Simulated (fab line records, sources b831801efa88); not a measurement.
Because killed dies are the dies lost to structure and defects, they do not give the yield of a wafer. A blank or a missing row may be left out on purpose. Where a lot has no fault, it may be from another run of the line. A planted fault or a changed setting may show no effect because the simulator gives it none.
8D (eight disciplines) problem report, filled in by code / flow gf180mcu / the parts of the form that need people (team, actions taken, sign-off) are left out

## 1. WHAT WENT WRONG
GF_HV_LDD_CD_MEAS_46, cd-nm: mean 616.4 nm on 3 wafers (1 lot); fault-free wafers 400.2 nm, standard deviation 2.3. Measured from the usual mean, that is +94 standard deviations.
The step: target cd 400 nm.
The first sign was on wafer L381.1 at day 17 04:26, on cd-sem-02. Wafers with a number at this step in the record: 33, from 11 lots. Rule for "out", or "out of limits": more than 4 standard deviations from the usual mean. The rest of the wafers with a number are treated as sound.

## 2. WHAT IT IS AND WHAT IT IS NOT
question=which readings at this step | is=cd-nm | is not=-
question=which lots | is=L381 | is not=L368, L370, L371, L372, L375, L376, L385, L387, L389, L390
question=which wafers of those lots | is=all that have a number | is not=-
question=read on which gauges | is=cd-sem-02 | is not=cd-sem-01
question=when | is=from day 17 04:26 | is not=up to then (18 sound wafers); but 12 sound wafers of L385, L387, L389, L390 came after

## 3. SUSPECTS, AND WHAT RULES EACH OUT
Counting: a tool stays on the suspect list if, at a process step up to the reading, it processed all lots that are out and no sound lot following the first of them.
- the gauge at GF_HV_LDD_CD_MEAS_46: ruled out. All the wafers that are out were read on cd-sem-02, but those of them that GF_HV_LDD_STRIP_49 has rows for are out there too, on other tools.
- plasma-asher-04 at GF_DUAL_GATE_STRIP_13 (strips in O2/N2): ruled out as a lasting fault. After its first lot that is out, L381 (day 12 11:21), sound lots L387, L389 ran on it.
- litho-track-04 at GF_HV_LDD_COAT_41 (resist thk 1000 nm): kept. It ran the lot that is out, L381 (day 16 17:01), and no sound lot after that; its last sound lot up to then is L376 (day 15 06:34).
The count leaves litho-track-04 at GF_HV_LDD_COAT_41.

## 4. THE CAUSE (what the simulator had put in)
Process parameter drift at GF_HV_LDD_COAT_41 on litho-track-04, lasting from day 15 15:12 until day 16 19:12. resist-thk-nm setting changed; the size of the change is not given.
This tool alone remained once counting was done.

## 5. SEQUENCE OF EFFECTS, ordered by route
Rows list readings where the struck wafers' mean (over those with a number) sits beyond 3 standard deviations from the usual. Scope: only readings with a usual standard deviation given in the record; hours: median across lots of the time from each lot's start at the first step in this table that gives one to its start at this step; sigmas: change in usual standard deviations.
hours=0; step=GF_HV_LDD_CD_MEAS_46; reading=cd-nm; usual=400.2 nm; on struck wafers=616.4; change=+216.2; sigmas=+94
hours=0; step=GF_HV_LDD_STRIP_49; reading=oes-product-au; usual=0.716 a.u.; on struck wafers=0.302; change=-0.414; sigmas=-92
hours=0; step=GF_HV_LDD_STRIP_49; reading=strip-time-to-endpoint-s; usual=12.63 s; on struck wafers=1.44; change=-11.19; sigmas=-99 or more
Here are the process steps it includes:
- GF_HV_LDD_STRIP_49: strips in O2/N2.
At these later measuring or inspecting steps, every struck wafer for which the step has a row has a number for every such reading, and none has moved that far: GF_HV_LDD_OVL_MEAS_47.

## 6. HOW IT WOULD HAVE BEEN CAUGHT EARLIER
The first out-of-limits reading at a measuring or inspecting step in this record came at day 17 04:26, 37 hours after the fault's start at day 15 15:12.
Tool readings at GF_HV_LDD_COAT_41 with a usual standard deviation given in the record: none out on any struck wafer, hence no alarm at a limit of 4 standard deviations on them.
By day 17 04:26, every lot that is out (1) had started GF_HV_LDD_COAT_41 on litho-track-04. None of them would have been spared by holding the tool at that moment.
